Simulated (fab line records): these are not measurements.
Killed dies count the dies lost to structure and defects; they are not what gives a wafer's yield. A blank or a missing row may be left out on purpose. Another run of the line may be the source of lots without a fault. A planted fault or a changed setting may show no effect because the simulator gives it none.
The tool behind it: which one? / flow sky130 / 12 lots, 36 wafers sampled, at 5 steps of a route of 708

== WHAT THE GAUGES SHOWED, per wafer ==
SKY_LDD_N_OVL_MEAS_07.
lot=L354; measured=day 17 02:19; on=overlay-02; LDD_N_OVL (nm)=-1.4 -1.2 0.8
lot=L356; measured=day 18 05:40; on=overlay-02; LDD_N_OVL (nm)=0.8 0.6 3.2
lot=L358; measured=day 19 06:07; on=overlay-01; LDD_N_OVL (nm)=2.0 0.0 -0.5
lot=L359; measured=day 19 08:16; on=overlay-02; LDD_N_OVL (nm)=1.2 -0.4 -0.5
lot=L361; measured=day 20 04:55; on=overlay-01; LDD_N_OVL (nm)=0.7 -0.1 1.6
lot=L362; measured=day 20 13:40; on=overlay-02; LDD_N_OVL (nm)=-2.5 0.2 -1.0
lot=L364; measured=day 21 08:43; on=overlay-01; LDD_N_OVL (nm)=-2.2 -0.7 -1.1
lot=L365; measured=day 21 19:40; on=overlay-01; LDD_N_OVL (nm)=-0.7 0.3 0.1
lot=L368; measured=day 23 00:40; on=overlay-01; LDD_N_OVL (nm)=1.5 2.0 0.4
lot=L369; measured=day 23 09:52; on=overlay-01; LDD_N_OVL (nm)=-1.7 0.4 -2.5
lot=L371; measured=day 23 20:46; on=overlay-01; LDD_N_OVL (nm)=1.9 2.8 1.0
lot=L373; measured=day 24 14:31; on=overlay-01; LDD_N_OVL (nm)=1.4 -1.8 0.7

SKY_LDD_LDN_OVL_MEAS_07.
lot=L354; measured=day 22 06:01; on=overlay-01; LDD_LDN_OVL (nm)=1.3 0.2 1.6
lot=L356; measured=day 23 07:13; on=overlay-01; LDD_LDN_OVL (nm)=1.0 -0.3 -0.8
lot=L358; measured=day 24 08:25; on=overlay-02; LDD_LDN_OVL (nm)=1.4 -0.5 0.4
lot=L359; measured=day 24 09:52; on=overlay-01; LDD_LDN_OVL (nm)=-1.0 0.3 -0.1
lot=L361; measured=day 25 05:01; on=overlay-01; LDD_LDN_OVL (nm)=0.1 3.0 1.9
lot=L362; measured=day 25 15:04; on=overlay-02; LDD_LDN_OVL (nm)=-0.4 0.5 0.5
lot=L364; measured=day 26 09:10; on=overlay-01; LDD_LDN_OVL (nm)=0.7 -0.7 -0.6
lot=L365; measured=day 26 18:28; on=overlay-01; LDD_LDN_OVL (nm)=1.7 2.5 0.7
lot=L368; measured=day 27 23:16; on=overlay-02; LDD_LDN_OVL (nm)=-2.1 -1.0 -0.1
lot=L369; measured=day 28 07:16; on=overlay-02; LDD_LDN_OVL (nm)=-1.8 -0.3 0.0
lot=L371; measured=day 28 17:46; on=overlay-02; LDD_LDN_OVL (nm)=-0.7 0.1 -0.6
lot=L373; measured=day 29 10:49; on=overlay-02; LDD_LDN_OVL (nm)=0.1 -1.3 -1.1

SKY_RES_XHIGH_TW_MEAS_09.
lot=L354; measured=day 26 00:55; on=film_metro-02; RES_XHIGH_TW=1652 1674 1661
lot=L356; measured=day 27 01:59; on=film_metro-03; RES_XHIGH_TW=1637 1632 1633
lot=L358; measured=day 28 01:13; on=film_metro-03; RES_XHIGH_TW=1626 1630 1633
lot=L359; measured=day 28 04:16; on=film_metro-02; RES_XHIGH_TW=1638 1642 1640
lot=L361; measured=day 28 22:01; on=film_metro-02; RES_XHIGH_TW=1647 1640 1641
lot=L362; measured=day 29 07:16; on=film_metro-04; RES_XHIGH_TW=1648 1652 1644
lot=L364; measured=day 30 01:10; on=film_metro-02; RES_XHIGH_TW=1651 1659 1653
lot=L365; measured=day 30 10:49; on=film_metro-04; RES_XHIGH_TW=1652 1637 1645
lot=L368; measured=day 31 15:07; on=film_metro-02; RES_XHIGH_TW=1654 1649 1653
lot=L369; measured=day 31 22:40; on=film_metro-03; RES_XHIGH_TW=1612 1610 1625
lot=L371; measured=day 32 08:58; on=film_metro-03; RES_XHIGH_TW=30 30 30
lot=L373; measured=day 33 01:34; on=film_metro-02; RES_XHIGH_TW=1646 1652 1648

== TOOL THAT RAN EACH LOT (tool first, then ch and the chambers of the sampled wafers, then the start) ==
lot=L354; SKY_RES_XHIGH_EXPOSE_04=iline_stepper-02 ch 0, day 25 10:01; SKY_RES_XHIGH_STRIP_08=plasma_asher-02 ch 0,1, day 26 00:49
lot=L356; SKY_RES_XHIGH_EXPOSE_04=iline_stepper-02 ch 0, day 26 11:36; SKY_RES_XHIGH_STRIP_08=plasma_asher-02 ch 0,1, day 27 01:54
lot=L358; SKY_RES_XHIGH_EXPOSE_04=iline_stepper-02 ch 0, day 27 10:43; SKY_RES_XHIGH_STRIP_08=plasma_asher-02 ch 1, day 28 01:07
lot=L359; SKY_RES_XHIGH_EXPOSE_04=iline_stepper-01 ch 0, day 27 13:59; SKY_RES_XHIGH_STRIP_08=plasma_asher-03 ch 0,1, day 28 04:10
lot=L361; SKY_RES_XHIGH_EXPOSE_04=iline_stepper-01 ch 0, day 28 08:20; SKY_RES_XHIGH_STRIP_08=plasma_asher-04 ch 0,1, day 28 21:55
lot=L362; SKY_RES_XHIGH_EXPOSE_04=iline_stepper-02 ch 0, day 28 17:12; SKY_RES_XHIGH_STRIP_08=plasma_asher-04 ch 0, day 29 07:10
lot=L364; SKY_RES_XHIGH_EXPOSE_04=iline_stepper-01 ch 0, day 29 10:40; SKY_RES_XHIGH_STRIP_08=plasma_asher-03 ch 0,1, day 30 01:04
lot=L365; SKY_RES_XHIGH_EXPOSE_04=iline_stepper-01 ch 0, day 29 20:34; SKY_RES_XHIGH_STRIP_08=plasma_asher-03 ch 0,1, day 30 10:43
lot=L368; SKY_RES_XHIGH_EXPOSE_04=iline_stepper-02 ch 0, day 31 01:04; SKY_RES_XHIGH_STRIP_08=plasma_asher-04 ch 0,1, day 31 15:01
lot=L369; SKY_RES_XHIGH_EXPOSE_04=iline_stepper-02 ch 0, day 31 08:59; SKY_RES_XHIGH_STRIP_08=plasma_asher-02 ch 0,1, day 31 22:34
lot=L371; SKY_RES_XHIGH_EXPOSE_04=iline_stepper-01 ch 0, day 31 19:04; SKY_RES_XHIGH_STRIP_08=plasma_asher-03 ch 0,1, day 32 08:52
lot=L373; SKY_RES_XHIGH_EXPOSE_04=iline_stepper-01 ch 0, day 32 11:37; SKY_RES_XHIGH_STRIP_08=plasma_asher-02 ch 0,1, day 33 01:28
- SKY_RES_XHIGH_EXPOSE_04: exposes mask URPM, target cd 1270 nm.
- SKY_RES_XHIGH_STRIP_08: strips in O2/N2.

== WHAT THE TOOLS THEMSELVES READ (means of the sampled wafers that have a number; where no wafer has one, the mark that the record gives instead) ==
SKY_RES_XHIGH_EXPOSE_04.
lot=L354; tool=iline_stepper-02; stage_vel_mm_s (mm/s)=500.03
lot=L356; tool=iline_stepper-02; stage_vel_mm_s (mm/s)=499.86
lot=L358; tool=iline_stepper-02; stage_vel_mm_s (mm/s)=500.04
lot=L359; tool=iline_stepper-01; stage_vel_mm_s (mm/s)=499.95
lot=L361; tool=iline_stepper-01; stage_vel_mm_s (mm/s)=500.04
lot=L362; tool=iline_stepper-02; stage_vel_mm_s (mm/s)=499.99
lot=L364; tool=iline_stepper-01; stage_vel_mm_s (mm/s)=499.88
lot=L365; tool=iline_stepper-01; stage_vel_mm_s (mm/s)=499.79
lot=L368; tool=iline_stepper-02; stage_vel_mm_s (mm/s)=499.98
lot=L369; tool=iline_stepper-02; stage_vel_mm_s (mm/s)=500.17
lot=L371; tool=iline_stepper-01; stage_vel_mm_s (mm/s)=500.28
lot=L373; tool=iline_stepper-01; stage_vel_mm_s (mm/s)=500.18

SKY_RES_XHIGH_STRIP_08.
lot=L354; tool=plasma_asher-02; drypump_motor_current_A (A)=5.6; n2_flow_sccm (sccm)=299.9; oes_product_au (a.u.)=0.709; strip_time_to_endpoint_s (s)=14.28
lot=L356; tool=plasma_asher-02; drypump_motor_current_A (A)=5.4; n2_flow_sccm (sccm)=299.6; oes_product_au (a.u.)=0.707; strip_time_to_endpoint_s (s)=14.23
lot=L358; tool=plasma_asher-02; drypump_motor_current_A (A)=5.1; n2_flow_sccm (sccm)=300.2; oes_product_au (a.u.)=0.713; strip_time_to_endpoint_s (s)=14.26
lot=L359; tool=plasma_asher-03; drypump_motor_current_A (A)=6.2; n2_flow_sccm (sccm)=299.8; oes_product_au (a.u.)=0.710; strip_time_to_endpoint_s (s)=14.30
lot=L361; tool=plasma_asher-04; drypump_motor_current_A (A)=5.9; n2_flow_sccm (sccm)=299.6; oes_product_au (a.u.)=0.708; strip_time_to_endpoint_s (s)=14.23
lot=L362; tool=plasma_asher-04; drypump_motor_current_A (A)=5.8; n2_flow_sccm (sccm)=300.7; oes_product_au (a.u.)=0.708; strip_time_to_endpoint_s (s)=14.29
lot=L364; tool=plasma_asher-03; drypump_motor_current_A (A)=6.2; n2_flow_sccm (sccm)=300.6; oes_product_au (a.u.)=0.710; strip_time_to_endpoint_s (s)=14.31
lot=L365; tool=plasma_asher-03; drypump_motor_current_A (A)=6.2; n2_flow_sccm (sccm)=299.2; oes_product_au (a.u.)=0.710; strip_time_to_endpoint_s (s)=14.30
lot=L368; tool=plasma_asher-04; drypump_motor_current_A (A)=6.2; n2_flow_sccm (sccm)=299.9; oes_product_au (a.u.)=0.709; strip_time_to_endpoint_s (s)=14.25
lot=L369; tool=plasma_asher-02; drypump_motor_current_A (A)=5.4; n2_flow_sccm (sccm)=299.0; oes_product_au (a.u.)=0.712; strip_time_to_endpoint_s (s)=14.32
lot=L371; tool=plasma_asher-03; drypump_motor_current_A (A)=6.2; n2_flow_sccm (sccm)=299.7; oes_product_au (a.u.)=0.712; strip_time_to_endpoint_s (s)=14.30
lot=L373; tool=plasma_asher-02; drypump_motor_current_A (A)=5.6; n2_flow_sccm (sccm)=300.0; oes_product_au (a.u.)=0.710; strip_time_to_endpoint_s (s)=14.30

== THE ANSWER, worked out from the rows above alone ==
Rule: the usual values come from the lots themselves. Put in order of their means at a reading, lots are off if they are a third of the lots or fewer, leave a main group of 4 or more, and stand apart from it by a gap of 3 or more times the standard deviation of the main group's means; of several such gaps the widest counts. A main group is skipped when, at the precision printed for the reading in the tables above, its means are all equal. Also off: a lot with no number at a reading for which 4 or more lots have one. Any other lot the step has rows for is counted as sound. Order of review: gauges by route order, followed by the tools' own readings, for which a lot's mean as printed above is used. At the first step where some lot is off, the reading lying furthest off is the one used; lots without a number count as furthest.
Off: at SKY_RES_XHIGH_TW_MEAS_09 (RES_XHIGH_TW), L371. Mean 1643 and standard deviation 12 in the main group.
A tool fits if, at a process step before that reading, it ran every lot that is off, and no sound lot after the first of them. Gauges at SKY_RES_XHIGH_TW_MEAS_09: tried the same way as those tools. This does not decide it: 2 tools fit, namely plasma_asher-03 at SKY_RES_XHIGH_STRIP_08 and film_metro-03 at SKY_RES_XHIGH_TW_MEAS_09.

== WHAT THE SIMULATOR PUT IN ==
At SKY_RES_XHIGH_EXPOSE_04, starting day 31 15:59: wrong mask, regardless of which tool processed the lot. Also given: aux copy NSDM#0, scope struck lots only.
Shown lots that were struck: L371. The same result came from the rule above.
